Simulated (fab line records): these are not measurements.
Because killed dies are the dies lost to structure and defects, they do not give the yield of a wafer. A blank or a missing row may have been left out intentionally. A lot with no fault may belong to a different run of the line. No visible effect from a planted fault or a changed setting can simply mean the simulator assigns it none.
A lot that was struck, set against a sound lot || flow sky130 || 14 steps out of a route of 708
Sound: these wafers, L245.1, L245.2, L245.5. Wafers struck: L251.2, L251.3, L251.4. Last of all comes the cause.
Order at every step that has rows: each side's tool, ch and its chambers, its first start. Under that, the readings that differ: sound wafers || struck wafers || difference of the means || sigmas: that difference in standard deviations of wafers without a fault.
alike: words and numbers the same on both sides, and readings whose means are apart by under 2 such deviations; not compared: readings that were withheld, readings missing a value for some wafer, numbers with overlapping values and no deviation given by the record, and bounds like >300 which may hide the same value.
A row with sigmas, a row that says differs or no value, or rows on one side alone: a step with any of these is where the two part. Numbers that have no deviation but don't overlap get no sigmas and don't part them. Lack of a reading on every wafer of one side parts them only where that side has two or more wafers.

SKY_VIA2_OVL_MEAS_13:
  struck on overlay-01, day 39 21:35; sound on overlay-01, day 36 07:02
  alike: VIA2_OVL
SKY_VIA2_ETCH_14: etches BARC in N2/H2, stops on SiO2, time 45.9 s, target depth 60 nm.
  sound on rie_diel-03 ch 0,1, day 36 07:04; struck on rie_diel-03 ch 0,2,3, day 39 21:37
  alike: drypump_motor_current_A, h2_flow_sccm, oes_product_au, throttle_valve_pct
  not compared: rf_hours_counter_h
then, 1 step without rows for these wafers: SKY_VIA2_ETCH_15 (etches SiO2 in C4F8/O2/Ar, stops on TiN, target depth 546 nm, time 84 s).
SKY_VIA2_STRIP_16: strips in O2/N2.
  sound on plasma_asher-04 ch 0,1, day 36 07:10; struck on plasma_asher-03 ch 0,1, day 39 21:43
  alike: drypump_motor_current_A, oes_product_au, strip_time_to_endpoint_s
  not compared: rf_hours_counter_h
then, 3 steps without rows for these wafers: SKY_VIA2_STRIP_17 (strips in post etch residue remover, time 1200 s); SKY_VIA2_CLEAN_18 (cleans in IPA, time 180 s); SKY_VIA2_CLEAN_19 (cleans in O3/DIW).
SKY_VIA2_SPUTTER_20: material TiN, target thk 20 nm, time 80 s.
  struck on pvd_sputter-01, day 39 22:22; sound on pvd_sputter-01, day 36 07:53
  alike: cathode_dc_power_W, chamber_pressure_pa, throttle_valve_pct
SKY_VIA2_CVD_21: deposits W, target thk 420 nm, time 126.4 s.
  sound on cvd_w-01 ch 0,1, day 36 07:56; struck on cvd_w-01 ch 0,1, day 39 22:25
  alike: heater_power_w
SKY_VIA2_RS_MEAS_22: measures by four-point-probe.
  struck on film_metro-04, day 39 22:34; sound on film_metro-03, day 36 08:04
  alike: VIA2_W_RS
SKY_VIA2_THK_MEAS_23: measures by xrf.
  struck on film_metro-04, day 39 22:41; sound on film_metro-03, day 36 08:11
  alike: VIA2_W_THK
SKY_VIA2_CMP_24: polishes, stops on SiO2, t overpolish 20 s, target thk 0 nm.
  sound on cmp-02 ch 1,2, day 36 08:15; struck on cmp-01 ch 0,2,3, day 39 22:44
  alike: motor_current_A, overpolish_run_s, time_to_endpoint_s
SKY_METAL3_SPUTTER_00: material Ti, target thk 15 nm, time 10 s.
  struck on pvd_sputter-04, day 39 23:02; sound on pvd_sputter-03, day 36 08:33
  no value came back on the struck wafers for cathode_dc_power_W (W), chamber_pressure_pa (Pa), throttle_valve_pct (%); on the sound wafers cathode_dc_power_W (W) reads 2999.6 3000.4 2999.0
then, 1 step without rows for these wafers: SKY_METAL3_SPUTTER_01 (material TiN, target thk 20 nm, time 16.7 s).

## WHERE THEY PART
Only at SKY_METAL3_SPUTTER_00, as far as this record shows.

WHY: whatever the simulator had introduced
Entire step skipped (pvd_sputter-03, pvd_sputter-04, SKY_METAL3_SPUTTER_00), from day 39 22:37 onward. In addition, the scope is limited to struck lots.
